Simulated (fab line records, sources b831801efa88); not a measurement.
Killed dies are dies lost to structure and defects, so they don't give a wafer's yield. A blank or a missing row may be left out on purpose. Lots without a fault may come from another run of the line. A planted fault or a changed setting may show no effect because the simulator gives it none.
Which tool did it? | flow gf180mcu | 6 lots, 18 wafers sampled, at 2 steps of a route of 602

WHAT THE GAUGES READ, wafer by wafer
GF_V3_THK_MEAS_01.
lot  | measured     | on            | V3_CVD_00_THK (nm)
L730 | day 22 03:14 | film_metro-03 | 592 597 595
L736 | day 24 00:24 | film_metro-03 | 589 594 593
L738 | day 24 12:35 | film_metro-01 | 598 593 598
L746 | day 27 03:20 | film_metro-01 | 602 596 600
L748 | day 27 19:35 | film_metro-02 | 593 607 602
L751 | day 28 17:19 | film_metro-01 | 592 604 606

WHICH TOOL RAN EACH LOT (tool, then ch and the chambers of the sampled wafers, then the start)
lot  | GF_M3_SPUTTER_01
L730 | pvd_sputter-01, day 21 02:41
L736 | pvd_sputter-01, day 23 01:17
L738 | pvd_sputter-01, day 23 14:09
L746 | pvd_sputter-04, day 26 06:29
L748 | pvd_sputter-04, day 26 22:48
L751 | pvd_sputter-01, day 27 20:02
- GF_M3_SPUTTER_01: material TiN, target thk 30 nm, time 25 s.

THE ANSWER, worked out from the rows above alone
Rule: what is usual is taken from the lots themselves. Put in order of their means at a reading, lots are off if they are a third of the lots or fewer, leave a main group of 4 or more, and stand apart from it by a gap of 3 or more times the standard deviation of the main group's means; of several such gaps the widest counts. A main group whose means are all the same, to the digits that the tables above print for the reading, isn't used. A lot without any number at a reading at which 4 lots or more have one is off too. The other lots that the step has rows for count as sound.
No lot is off at any reading shown: from this, nothing can be told.

WHAT THE SIMULATOR HAD PUT IN
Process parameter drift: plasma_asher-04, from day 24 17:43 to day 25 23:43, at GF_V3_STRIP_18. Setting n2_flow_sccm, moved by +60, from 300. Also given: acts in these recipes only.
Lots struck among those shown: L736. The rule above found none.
